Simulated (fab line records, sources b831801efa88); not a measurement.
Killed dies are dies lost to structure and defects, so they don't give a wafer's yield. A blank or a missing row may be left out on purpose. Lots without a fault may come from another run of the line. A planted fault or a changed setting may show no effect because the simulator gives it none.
One fault seen from 2 desks | flow sky130 | each desk has only its own numbers; what lay behind them comes last

THE METROLOGY DESK
What the gauges read, lot by lot, whatever tool the lot ran on: means of the sampled wafers that have a number. A lot is out of limits, marked OUT, if its mean lies more than 4 standard deviations from the usual mean; the brackets give that distance.
Columns: A = LDD_N_OVL at SKY_LDD_N_OVL_MEAS_07, usual -0.8 nm; B = LI_CONTACT_BOW at SKY_LI_CONTACT_BOW_MEAS_03, usual 55 um
lot  | first seen here | A    | B
L619 | day 17 21:20    | 0.1  | 61
L620 | day 18 08:52    | -0.6 | 54
L621 | day 18 20:08    | -0.9 | 56
L625 | day 20 03:13    | -3.6 | 56
L628 | day 20 19:05    | -0.5 | 58
L629 | day 21 10:08    | -1.9 | 50
L630 | day 21 16:19    | 0.5  | 57
L631 | day 22 06:07    | -0.3 | 52
L632 | day 22 14:31    | -1.3 | 54
L633 | day 22 20:19    | 0.6  | 57
L639 | day 25 02:13    | -0.1 | 50
L640 | day 25 09:10    | -1.1 | 63
L641 | day 25 17:18    | 0.1  | 42
L642 | day 26 00:45    | -1.5 | 52
This desk's finding: nothing out of limits on any of the 14 lots.

THE TOOL OWNER'S DESK: litho_track-02
The tool's own readings at SKY_NWELL_DEVELOP_09 (develop time 60 s): means of the sampled wafers that have a number, for each lot that ran on this tool. A lot is out of limits, marked OUT, if its mean lies more than 4 standard deviations from the usual mean; the brackets give that distance.
Columns: A = chill_plate_temp_C at SKY_NWELL_DEVELOP_09, usual 23.01 C
lot  | first seen here | A
L625 | day 6 00:00     | 23.05
L629 | day 6 23:00     | 23.06
L633 | day 8 00:00     | 23.10
L639 | day 9 12:00     | 22.95
L640 | day 9 18:00     | 23.06
L642 | day 10 06:00    | 23.05
This desk's finding: nothing out of limits on any of the 6 lots.

PUT TOGETHER
The metrology desk saw nothing out of limits.
The tool owner's desk saw nothing out of limits.

WHAT THE SIMULATOR HAD PUT IN
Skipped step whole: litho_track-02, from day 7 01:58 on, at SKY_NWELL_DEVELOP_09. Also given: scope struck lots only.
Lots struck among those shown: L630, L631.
